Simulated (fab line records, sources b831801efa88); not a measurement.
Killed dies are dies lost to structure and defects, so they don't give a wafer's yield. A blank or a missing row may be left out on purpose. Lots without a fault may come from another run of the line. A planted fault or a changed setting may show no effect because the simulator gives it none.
fab line records | flow gf180mcu
record lots=14 wafers=42 last_day=34
route steps=602 shown SALICIDE@281 CONTACT@300
lots that met no fault: from a run of the same line without faults
start_h: hours from the record's first day to the start of the lot's first wafer shown | wait_h: hours since the lot's step before | " the same as in the row above | L1.1+2: a row that stands for several wafers | - no value, or no start given | * or withheld: withheld | < > ~ a bound
route shown NAME@n: a module of which the file shows steps, and the number in the route of the first | usual: mean/standard deviation of fault-free wafers | same: alike in all rows | chamber/n: place in a boat | sites: the reading at each site | _std_site: their standard deviation | _edge_site: outer sites' mean less inner sites' | radius_mm: how far each site lies from the wafer's centre | mask NAME#n: copy n | behind: the tool/chamber that last shaped the wafer | hold: why the lot was held/for how many hours/how that ended | device: the transistor (n, p or np) that didn't switch | end of line: the same wafers' tests at the end of the route | a step without rows: its recipe alone | killed: dies lost to structure and defects at the first sort, not the wafer's yield | map: a wafer's dies, x killed, . not, _ none there
set.NAME: the setting as run; set.NAME@STEP: as run at that earlier step | model.NAME: the simulator's own value behind a step, which no gauge read
steps of the route over a sample of lots; a table a step, a row a wafer
services: from which hour (start_h, from the record's first day; less than 0 if before it) a tool's chamber was out of use, for how many hours, and why
## steps
# step GF_SALICIDE_SPUTTER_03
# recipe material=TiN target_thk_nm=20 power_w=6500 time_s=16.7 chamber_pressure_pa=0.4
# usual cathode_dc_power_W=6499.8/1.2 throttle_valve_pct=29.9/0.75
# columns lot.wafer tool chamber start_h wait_h cathode_dc_power_W throttle_valve_pct
L558.3 pvd_sputter-01 - 338.69 0.0 6497.8 30.1
L558.4 " - " " 6498.5 29.7
L558.5 " - " " 6498.3 30.0
L559.2 pvd_sputter-01 - 342.06 0.0 6499.3 29.0
L559.5 " - " " 6497.7 29.1
L559.6 " - " " 6500.8 29.7
L560.1 pvd_sputter-01 - 360.04 0.0 6498.6 29.8
L560.3 " - " " 6501.2 30.0
L560.6 " - " " 6501.0 29.5
L561.2 pvd_sputter-02 - 374.86 0.0 6499.6 29.8
L561.3 " - " " 6500.4 28.6
L561.5 " - " " 6500.7 30.0
L562.1 pvd_sputter-02 - 380.66 0.0 6500.0 29.9
L562.2 " - " " 6498.9 30.1
L562.5 " - " " 6500.1 28.7
L565.2 pvd_sputter-01 - 415.25 0.0 6497.6 30.1
L565.3 " - " " 6498.7 29.2
L565.5 " - " " 6499.3 29.7
L567.2 pvd_sputter-02 - 420.34 0.0 6499.4 29.9
L567.3 " - " " 6498.5 30.0
L567.6 " - " " 6499.0 30.4
L568.1 pvd_sputter-03 - 431.56 0.0 6499.4 31.9
L568.3 " - " " 6500.3 29.5
L568.4 " - " " 6499.2 30.7
L573.1 pvd_sputter-03 - 475.76 0.0 6497.6 31.4
L573.3 " - " " 6499.4 30.8
L573.6 " - " " 6498.3 31.4
L576.1 pvd_sputter-01 - 491.69 0.0 6500.7 29.8
L576.2 " - " " 6499.9 29.3
L576.3 " - " " 6499.0 30.3
L577.2 pvd_sputter-01 - 505.79 0.0 6501.1 29.3
L577.3 " - " " 6500.0 30.0
L577.4 " - " " 6497.9 29.6
L578.3 pvd_sputter-02 - 510.76 0.0 6501.2 28.6
L578.5 " - " " 6500.9 30.1
L578.6 " - " " 6497.5 30.2
L579.2 pvd_sputter-02 - 522.37 0.0 6499.0 30.0
L579.4 " - " " 6499.5 30.2
L579.5 " - " " 6499.2 28.7
L580.1 pvd_sputter-02 - 528.89 0.0 6498.1 30.5
L580.4 " - " " 6499.1 28.8
L580.5 " - " " 6501.1 30.2
# step GF_SALICIDE_RS_MEAS_04
# recipe thk_meas_gauge=four-point-probe reads=TiN_of_SALICIDE_SPUTTER_03+Co_of_SALICIDE_SPUTTER_02
# usual SALICIDE_TIN_RS=16.3/0.33
# columns lot.wafer tool chamber start_h wait_h SALICIDE_TIN_RS[ohm/sq]
L558.3 film_metro-04 - 338.76 0.1 16.4
L558.4 " - " " 16.5
L558.5 " - " " 16.0
L559.2 film_metro-01 - 342.11 0.0 16.0
L559.5 " - " " 15.9
L559.6 " - " " 15.8
L560.1 film_metro-03 - 360.07 0.0 15.8
L560.3 " - " " 16.3
L560.6 " - " " 15.9
L561.2 film_metro-04 - 374.91 0.0 16.6
L561.3 " - " " 17.0
L561.5 " - " " 16.6
L562.1 film_metro-01 - 380.69 0.0 16.6
L562.2 " - " " 16.5
L562.5 " - " " 16.8
L565.2 film_metro-01 - 415.30 0.0 16.1
L565.3 " - " " 15.8
L565.5 " - " " 15.9
L567.2 film_metro-04 - 420.39 0.0 16.3
L567.3 " - " " 16.0
L567.6 " - " " 16.4
L568.1 film_metro-03 - 431.59 0.0 16.8
L568.3 " - " " 16.0
L568.4 " - " " 16.3
L573.1 film_metro-01 - 475.79 0.0 16.6
L573.3 " - " " 16.1
L573.6 " - " " 16.7
L576.1 film_metro-04 - 491.72 0.0 16.5
L576.2 " - " " 16.4
L576.3 " - " " 16.5
L577.2 film_metro-01 - 505.84 0.0 16.4
L577.3 " - " " 16.6
L577.4 " - " " 16.2
L578.3 film_metro-03 - 510.83 0.1 16.9
L578.5 " - " " 16.1
L578.6 " - " " 16.8
L579.2 film_metro-01 - 522.42 0.0 16.4
L579.4 " - " " 16.5
L579.5 " - " " 16.6
L580.1 film_metro-03 - 528.92 0.0 16.7
L580.4 " - " " 16.7
L580.5 " - " " 16.8
# step GF_CONTACT_DEVELOP_13
# recipe develop_time_s=60 resist=KrF dev_temp_c=21
# usual chill_plate_temp_C=23.02/0.12 develop_time_s=60/0
# columns lot.wafer tool chamber start_h wait_h chill_plate_temp_C develop_time_s
L558.3 litho_track-04 0 360.75 0.1 23.12 60
L558.4 " 0 " " 23.05 60
L558.5 " 0 " " 23.12 60
L559.2 litho_track-03 0 364.12 0.2 23.02 60
L559.5 " 0 " " 23.11 60
L559.6 " 0 " " 22.92 60
L560.1 litho_track-03 0 382.14 0.2 23.15 60
L560.3 " 0 " " 23.14 60
L560.6 " 0 " " 23.15 60
L561.2 litho_track-01 0 397.85 0.2 22.98 60
L561.3 " 0 " " 23.14 60
L561.5 " 0 " " 23.06 60
L562.1 litho_track-01 0 402.72 0.2 22.96 60
L562.2 " 0 " " 23.02 60
L562.5 " 0 " " 23.01 60
L565.2 litho_track-03 0 440.46 0.2 23.01 60
L565.3 " 0 " " 23.08 60
L565.5 " 0 " " 23.01 60
L567.2 litho_track-04 - 445.98 0.2 - -
L567.3 " - " " - -
L567.6 " - " " - -
L568.1 litho_track-03 - 456.94 0.2 - -
L568.3 " - " " - -
L568.4 " - " " - -
L573.1 litho_track-03 0 501.04 0.2 23.20 60
L573.3 " 0 " " 23.33 60
L573.6 " 0 " " 23.11 60
L576.1 litho_track-04 0 516.40 0.2 22.81 60
L576.2 " 0 " " 23.05 60
L576.3 " 0 " " 22.92 60
L577.2 litho_track-04 0 529.93 0.2 23.02 60
L577.3 " 0 " " 22.89 60
L577.4 " 0 " " 23.10 60
L578.3 litho_track-01 0 534.02 0.1 23.11 60
L578.5 " 0 " " 23.21 60
L578.6 " 0 " " 23.08 60
L579.2 litho_track-03 0 545.61 0.2 22.96 60
L579.4 " 0 " " 23.02 60
L579.5 " 0 " " 23.10 60
L580.1 litho_track-04 0 551.95 0.2 22.85 60
L580.4 " 0 " " 22.86 60
L580.5 " 0 " " 22.84 60
# step GF_CONTACT_CD_MEAS_14
# recipe target_cd_nm=220
# usual cd_nm=220.2/1.4
# columns lot.wafer tool chamber start_h wait_h cd_nm
L558.3 cd_sem-01 - 360.89 0.1 219.8
L558.4 " - " " 221.0
L558.5 " - " " 220.4
L559.2 cd_sem-02 - 364.26 0.1 218.7
L559.5 " - " " 218.7
L559.6 " - " " 217.4
L560.1 cd_sem-01 - 382.29 0.1 222.6
L560.3 " - " " 221.5
L560.6 " - " " 222.8
L561.2 cd_sem-01 - 397.99 0.1 220.4
L561.3 " - " " 219.2
L561.5 " - " " 219.7
L562.1 cd_sem-01 - 402.87 0.1 222.4
L562.2 " - " " 221.6
L562.5 " - " " 221.4
L565.2 cd_sem-01 - 440.61 0.1 222.3
L565.3 " - " " 220.9
L565.5 " - " " 221.9
L567.2 cd_sem-02 - 446.12 0.1 -
L567.3 " - " " -
L567.6 " - " " -
L568.1 cd_sem-02 - 457.09 0.1 -
L568.3 " - " " -
L568.4 " - " " -
L573.1 cd_sem-01 - 501.19 0.1 220.0
L573.3 " - " " 221.5
L573.6 " - " " 218.9
L576.1 cd_sem-01 - 516.55 0.1 221.2
L576.2 " - " " 221.5
L576.3 " - " " 222.1
L577.2 cd_sem-01 - 530.07 0.1 217.8
L577.3 " - " " 218.4
L577.4 " - " " 218.7
L578.3 cd_sem-01 - 534.16 0.1 219.7
L578.5 " - " " 220.1
L578.6 " - " " 219.8
L579.2 cd_sem-01 - 545.76 0.1 219.6
L579.4 " - " " 218.5
L579.5 " - " " 217.7
L580.1 cd_sem-02 - 552.10 0.1 221.0
L580.4 " - " " 220.8
L580.5 " - " " 219.4
## services
# columns tool chamber start_h hours kind
pvd_sputter-02 - 384.33 19.3 repair
pvd_sputter-03 - 396.19 19.5 repair
pvd_sputter-03 - 416.49 1.2 repair
litho_track-01 - 441.52 - consumable_replace:filter
pvd_sputter-03 - 442.93 2.7 repair
## key
first_sign step=GF_CONTACT_DEVELOP_13 reading=tool_record direction=missing
effect none on later readings
met_at GF_CONTACT_DEVELOP_13
struck_lots L567,L568
later_rows_left_out L567.2,L567.3,L567.6,L568.1,L568.3,L568.4
sort_left_out L567.2,L567.3,L567.6,L568.1,L568.3,L568.4
tester_left_out L567,L568
not_acting_at GF_SALICIDE_SPUTTER_03,GF_SALICIDE_RS_MEAS_04,GF_CONTACT_CD_MEAS_14
onset_between 440.46 445.98
fault kind=skipped_step_whole tool=litho_track-03,litho_track-04 chamber=- onset_h=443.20 steps=GF_CONTACT_DEVELOP_13 scope=struck_lots_only
# tester_left_out: of these lots the tester's yield and bins aren't shown, on N5 and GAA mostly nor the transistor test; their killed dies are dies lost to structure and defects alone, not to doping, threshold or leakage, so they don't give the yield
# sort_left_out: the simulated sort isn't trusted on such a fault, so these wafers' sort isn't shown, and their yield isn't known
# later_rows_left_out: the simulator's readings of these wafers behind a module that went badly wrong aren't trusted and aren't shown, but for the sort
